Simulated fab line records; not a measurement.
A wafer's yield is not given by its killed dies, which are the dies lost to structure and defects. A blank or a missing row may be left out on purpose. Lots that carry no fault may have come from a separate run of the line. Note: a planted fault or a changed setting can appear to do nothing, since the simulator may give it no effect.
Problem report in the 8D (eight disciplines) form, filled by code ; flow sky130 ; the parts of the form that need people (team, actions taken, sign-off) are left out

1. WHAT IS WRONG
Wafers with no fault read 99.9 W with a standard deviation of 0.33, whereas bias w at SKY_POLY_CUT_ETCH_10 reads a mean of 96.6 W on 1 wafer of 1 lot. That is -10 standard deviations from the usual mean.
The step: etches BARC in N2/H2, stops on SiO2, time 45.9 s, target depth 60 nm.
The first sign was on wafer L780.4 at day 29 14:41, on rie diel-02. Wafers with a number at this step in the record: 39, from 13 lots. The rule behind "out" and "out of limits": a value lying over 4 standard deviations away from the usual mean. Any other wafer with a number is counted as sound.

2. WHAT THIS IS AND IS NOT
question;is;is not
which readings at this step;bias w;drypump motor current A, oes product au, throttle valve pct
which lots;L780;L765, L766, L767, L768, L769, L770, L772, L777, L778, L779, L781, L784
which wafers of those lots;L780.4;L780.1, L780.2
read on which tools;rie diel-02;rie diel-01, rie diel-04
when;from day 29 14:41;"up to then (32 sound wafers); but 6 sound wafers of L781, L784 came after"

3. SUSPECTS, AND WHAT RULES EACH OUT
Counting: a tool at a process step up to the reading stays a suspect if it ran every lot that is out. Sound lots after the first of them don't rule it out here, since some wafers of a struck lot are sound.
- rie diel-02 at SKY_POLY_CUT_ETCH_10 (etches BARC in N2/H2, stops on SiO2, time 45.9 s, target depth 60 nm): kept. The lot that is out, L780, ran on it at day 29 14:41; the last sound lot it ran before that was L779, at day 29 03:29. Its own readings are out on those wafers: bias w.
- Within rie diel-02 at SKY_POLY_CUT_ETCH_10: the wafers that are out ran in chamber 0; their sound lot-mates ran in chambers 1, 3.
The count leaves rie diel-02 at SKY_POLY_CUT_ETCH_10.

4. THE CAUSE (what the simulator had put in)
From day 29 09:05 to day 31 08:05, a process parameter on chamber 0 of rie diel-02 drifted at SKY_POLY_CUT_ETCH_10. Setting bias w shifted by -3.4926 from 100. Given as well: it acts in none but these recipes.
Counting left only this tool.

5. THE EFFECT CHAIN, in route order
Each row: a reading where the mean over the struck wafers with a number is more than 3 standard deviations away from the usual. Only readings for which the record gives a usual standard deviation are gone through. hours: the time from each lot's start at the first step in this table that gives one to its start at this step, as a median over the lots. sigmas: the change in usual standard deviations.
hours;step;reading;usual;on struck wafers;change;sigmas
0;SKY_POLY_CUT_ETCH_10;bias w;99.9 W;96.6;-3.3;-10
Process steps it contains:
- SKY_POLY_CUT_ETCH_10: etches BARC in N2/H2, stops on SiO2, time 45.9 s, target depth 60 nm.

6. WHAT WOULD HAVE CAUGHT IT SOONER
The fault began at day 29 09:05; the first out-of-limits reading in this record came at day 29 14:41, 6 hours later.
